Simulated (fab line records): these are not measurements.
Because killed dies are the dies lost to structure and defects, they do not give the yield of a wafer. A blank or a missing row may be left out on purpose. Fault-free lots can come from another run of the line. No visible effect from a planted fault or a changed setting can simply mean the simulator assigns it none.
Which of the tools did it?    flow sky130    12 lots with 36 wafers sampled at 5 steps, on a route of 708 steps

## WHAT THE GAUGES READ, wafer by wafer
SKY_VT_ADJUST_NCORE_OVL_MEAS_08. Usual: VT_ADJUST_NCORE_OVL -0.3 nm, standard deviation 1.3.
lot   measured      on          VT_ADJUST_NCORE_OVL (nm)  flag
L262  day 8 11:26   overlay-01  -0.3 0.5 0.8              
L263  day 8 17:14   overlay-01  -0.8 2.8 1.9              
L268  day 10 15:44  overlay-02  -1.3 -2.1 -1.3            
L269  day 10 16:23  overlay-01  1.8 -0.4 1.3              
L270  day 10 22:04  overlay-02  -0.3 -1.0 -0.5            
L272  day 11 16:11  overlay-01  1.6 1.3 3.0               
L273  day 11 19:05  overlay-02  -2.8 -1.7 -0.4            
L274  day 12 07:11  overlay-02  -0.7 -0.6 -1.2            
L277  day 12 22:56  overlay-01  -0.7 -1.2 -1.3            
L278  day 13 07:35  overlay-01  2.1 1.9 0.4               
L281  day 14 04:39  overlay-02  -1.0 -0.6 -3.0            
L285  day 15 14:56  overlay-02  -0.1 -1.0 -0.7            

SKY_VT_ADJUST_NCORE_TW_MEAS_11. Usual: VT_ADJUST_NCORE_TW 221.1, standard deviation 2.6.
lot   measured      on             VT_ADJUST_NCORE_TW  flag
L262  day 8 11:43   film-metro-03  219.5 218.4 218.9   
L263  day 8 17:37   film-metro-03  219.0 219.6 219.9   
L268  day 10 16:01  film-metro-03  219.8 219.7 219.7   
L269  day 10 16:40  film-metro-03  219.2 218.4 219.8   
L270  day 10 22:22  film-metro-01  225.5 223.6 224.2   
L272  day 11 16:29  film-metro-03  220.3 218.5 219.8   
L273  day 11 19:23  film-metro-01  224.9 225.9 226.4   
L274  day 12 07:28  film-metro-03  219.8 219.6 219.1   
L277  day 12 23:14  film-metro-01  223.4 225.8 224.3   
L278  day 13 07:52  film-metro-01  155.2 155.3 156.0   OFF
L281  day 14 04:56  film-metro-03  152.1 151.6 152.3   OFF
L285  day 15 15:13  film-metro-01  225.4 223.8 223.8   

SKY_VT_ADJUST_PCH_OVL_MEAS_07. Usual: VT_ADJUST_PCH_OVL 0.0 nm, standard deviation 1.7.
lot   measured      on          VT_ADJUST_PCH_OVL (nm)  flag
L262  day 10 07:25  overlay-01  0.4 0.6 -0.2            
L263  day 10 13:12  overlay-02  -0.4 -0.7 -0.5          
L268  day 12 17:01  overlay-02  0.5 -1.1 0.0            
L269  day 12 17:23  overlay-02  -2.0 -0.2 -0.9          
L270  day 12 21:54  overlay-02  -2.5 -1.3 -0.6          
L272  day 13 19:24  overlay-02  -1.0 -0.7 -2.2          
L273  day 13 21:36  overlay-01  1.5 1.6 0.4             
L274  day 14 10:59  overlay-02  -3.2 -1.2 -0.2          
L277  day 15 02:57  overlay-02  1.8 2.6 1.1             
L278  day 15 11:10  overlay-01  -0.9 -0.1 -1.9          
L281  day 16 10:16  overlay-01  0.3 0.0 -0.3            
L285  day 18 01:43  overlay-01  -0.6 0.7 0.2            

## WHAT TOOL EACH LOT RAN ON (gives the tool, then ch and the chambers of the sampled wafers, and finally the start)
lot   SKY_VT_ADJUST_LVTN_STRIP_20           SKY_VT_ADJUST_NCORE_IMPLANT_09
L262  plasma-asher-01 ch 0,1, day 7 15:52   implanter-03 ch 0, day 8 11:30
L263  plasma-asher-03 ch 0,1, day 7 20:53   implanter-02 ch 0, day 8 17:23
L268  plasma-asher-03 ch 0,1, day 9 17:02   implanter-03 ch 0, day 10 15:46
L269  plasma-asher-03 ch 0,1, day 9 17:41   implanter-01 ch 0, day 10 16:25
L270  plasma-asher-03 ch 0,1, day 9 23:35   implanter-02 ch 0, day 10 22:08
L272  plasma-asher-03 ch 0,1, day 10 16:45  implanter-03 ch 0, day 11 16:15
L273  plasma-asher-03 ch 0,1, day 10 19:02  implanter-03 ch 0, day 11 19:09
L274  plasma-asher-02 ch 0,1, day 11 07:50  implanter-01 ch 0, day 12 07:13
L277  plasma-asher-01 ch 0,1, day 11 22:14  implanter-02 ch 0, day 12 22:59
L278  plasma-asher-01 ch 0,1, day 12 05:53  implanter-03 ch 0, day 13 07:37
L281  plasma-asher-02 ch 0,1, day 13 03:14  implanter-03 ch 0, day 14 04:43
L285  plasma-asher-01 ch 0,1, day 14 12:20  implanter-01 ch 0, day 15 14:58
- SKY_VT_ADJUST_LVTN_STRIP_20: strips in O2/N2.
- SKY_VT_ADJUST_NCORE_IMPLANT_09

## WHAT THE TOOLS THEMSELVES READ (means of the sampled wafers that have a number; where no wafer has one, the mark that the record gives instead)
SKY_VT_ADJUST_LVTN_STRIP_20. Usual: drypump-motor-current-A 5.7 A, standard deviation 0.54; oes-product-au 0.716 a.u., standard deviation 0.0042; strip-time-to-endpoint-s 14.16 s, standard deviation 0.041.
lot   tool             drypump-motor-current-A (A)  oes-product-au (a.u.)  strip-time-to-endpoint-s (s)  flag
L262  plasma-asher-01  6.2                          0.718                  14.12                         
L263  plasma-asher-03  5.2                          0.715                  14.20                         
L268  plasma-asher-03  5.3                          0.718                  14.19                         
L269  plasma-asher-03  5.3                          0.716                  14.18                         
L270  plasma-asher-03  5.3                          0.714                  14.13                         
L272  plasma-asher-03  5.3                          0.714                  14.13                         
L273  plasma-asher-03  5.3                          0.713                  14.15                         
L274  plasma-asher-02  5.8                          0.720                  14.08                         
L277  plasma-asher-01  6.1                          0.716                  14.16                         
L278  plasma-asher-01  6.1                          0.710                  14.21                         
L281  plasma-asher-02  5.8                          0.711                  14.16                         
L285  plasma-asher-01  6.4                          0.713                  14.17                         

SKY_VT_ADJUST_NCORE_IMPLANT_09. Usual: beam-energy-keV 10.000, standard deviation 0.0033; dose-ions-cm2 2.4001e+12, standard deviation 2.5e+09; end-station-pressure-torr 5.01e-06 Torr, standard deviation 2.6e-07; faraday-current-uA 13.53, standard deviation 0.25.
lot   tool          beam-energy-keV  dose-ions-cm2  end-station-pressure-torr (Torr)  faraday-current-uA  flag
L262  implanter-03  10.002           2.4009e+12     5.04e-06                          13.64               
L263  implanter-02  9.999            2.3996e+12     5.07e-06                          13.71               
L268  implanter-03  10.000           2.3997e+12     5.39e-06                          13.27               
L269  implanter-01  9.997            2.4004e+12     4.94e-06                          13.30               
L270  implanter-02  10.000           2.3983e+12     4.93e-06                          13.66               
L272  implanter-03  9.999            2.4013e+12     5.15e-06                          13.53               
L273  implanter-03  9.999            2.3966e+12     5.13e-06                          13.33               
L274  implanter-01  10.003           2.3965e+12     4.91e-06                          13.61               
L277  implanter-02  10.002           2.3997e+12     4.97e-06                          13.47               
L278  implanter-03  10.003           6.1543e+11     4.81e-06                          3.44                OFF
L281  implanter-03  9.994            6.1283e+11     5.01e-06                          3.40                OFF
L285  implanter-01  9.996            2.3969e+12     5.20e-06                          13.63               

## THE ANSWER, worked out from the rows above alone
Rule: lot off if the mean of its wafers having a number is beyond 3 standard deviations from the usual mean. Also off: a lot with no number at a reading for which 4 or more lots have one. Any other lot the step has rows for is counted as sound. First the gauges in route order, then the tools' own readings, where a lot's mean is used as printed above. At the first step where some lot is off, the reading lying furthest off is the one used; lots without a number count as furthest.
Off: at SKY_VT_ADJUST_NCORE_TW_MEAS_11 (VT_ADJUST_NCORE_TW), L278, L281.
A tool fits if, at a process step before that reading, it ran every lot that is off, and no sound lot after the first of them. Not tried: the gauges at SKY_VT_ADJUST_NCORE_TW_MEAS_11; whatever is off there is also off at SKY_VT_ADJUST_NCORE_IMPLANT_09, on other tools, and gauge error can't account for it. One candidate fits, namely implanter-03 at SKY_VT_ADJUST_NCORE_IMPLANT_09. Its last sound lot is L273 (day 11 19:09), its first lot that is off L278 (day 13 07:37): a fault that began between those two fits.
The tool's own readings at SKY_VT_ADJUST_NCORE_IMPLANT_09 bear it out: on the lots that are off they differ by more than 5 times the standard deviation of the sound lots' means. dose-ions-cm2 reads 6.1413e+11 there against 2.3990e+12 on the sound lots; faraday-current-uA reads 3.42 there against 13.52 on the sound lots.

## WHAT HAD BEEN PUT IN BY THE SIMULATOR
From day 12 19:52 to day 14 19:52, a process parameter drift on implanter-03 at SKY_VT_ADJUST_NCORE_IMPLANT_09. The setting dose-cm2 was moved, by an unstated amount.
Shown lots that were struck: L278, L281. Same finding as the rule above.
